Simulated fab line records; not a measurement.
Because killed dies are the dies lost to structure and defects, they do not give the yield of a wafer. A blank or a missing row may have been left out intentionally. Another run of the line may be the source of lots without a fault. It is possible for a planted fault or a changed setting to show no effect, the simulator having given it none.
Which tool was responsible?    flow sky130    14 lots (42 wafers sampled), 1 step of a 708-step route

== WHAT EACH GAUGE READ, for each wafer ==
Not one reading of a measure or inspect step in the record can be checked against a usual standard deviation.

== WHAT TOOL EACH LOT RAN ON (gives the tool, then ch and the chambers of the sampled wafers, and finally the start) ==
lot   SKY_VIA3_SOFTBAKE_08
L629  litho_track-01 ch 0, day 39 00:00
L631  litho_track-01 ch 0, day 39 07:00
L630  litho_track-01 ch 0, day 39 18:00
L632  litho_track-01 ch 0, day 39 22:00
L634  litho_track-04 ch 0, day 40 10:00
L636  litho_track-01 ch 0, day 41 07:00
L638  litho_track-01 ch 0, day 41 10:00
L643  litho_track-01 ch 0, day 44 18:00
L648  litho_track-01 ch 0, day 44 19:00
L647  litho_track-01 ch 0, day 44 20:00
L646  litho_track-04 ch 0, day 44 20:00
L649  litho_track-03 ch 0, day 44 21:00
L650  litho_track-01 ch 0, day 44 22:00
L652  litho_track-04 ch 0, day 45 05:00
- SKY_VIA3_SOFTBAKE_08: time 90 s.

== WHAT THE TOOLS THEMSELVES READ (means of the sampled wafers that have a number; where no wafer has one, the mark that the record gives instead) ==
SKY_VIA3_SOFTBAKE_08. Usual: heater_power_total_W 57.37 W, standard deviation 0.12; run_length_s 119.22 s, standard deviation 0.12.
lot   tool            heater_power_total_W (W)  run_length_s (s)  flag
L629  litho_track-01  57.34                     119.13            
L631  litho_track-01  57.41                     119.18            
L630  litho_track-01  57.26                     119.22            
L632  litho_track-01  57.39                     119.19            
L634  litho_track-04  57.30                     119.17            
L636  litho_track-01  58.37                     115.78            OFF
L638  litho_track-01  58.35                     115.76            OFF
L643  litho_track-01  57.42                     119.35            
L648  litho_track-01  57.41                     119.20            
L647  litho_track-01  57.25                     119.21            
L646  litho_track-04  57.50                     119.16            
L649  litho_track-03  57.41                     119.21            
L650  litho_track-01  57.45                     119.41            
L652  litho_track-04  57.52                     119.14            

== THE ANSWER, worked out from the rows above alone ==
Rule: a lot counts as off when the mean over its wafers that have a number is more than 3 standard deviations away from the usual mean. Also off: a lot with no number at a reading for which 4 or more lots have one. Any other lot the step has rows for is counted as sound. After the gauges, taken in route order, come the tools' own readings; for these a lot's mean is taken, as printed above. The first step at which some lot is off is used, and at that step the reading that is off furthest; a lot without a number counts as furthest.
Off, at SKY_VIA3_SOFTBAKE_08 on run_length_s: L636, L638.
If a tool, at that step or one of the process steps before it, ran each lot that is off and ran no sound lot following the first of them, it fits. Not one of the candidates tried fits.

== WHAT THE SIMULATOR HAD PUT IN ==
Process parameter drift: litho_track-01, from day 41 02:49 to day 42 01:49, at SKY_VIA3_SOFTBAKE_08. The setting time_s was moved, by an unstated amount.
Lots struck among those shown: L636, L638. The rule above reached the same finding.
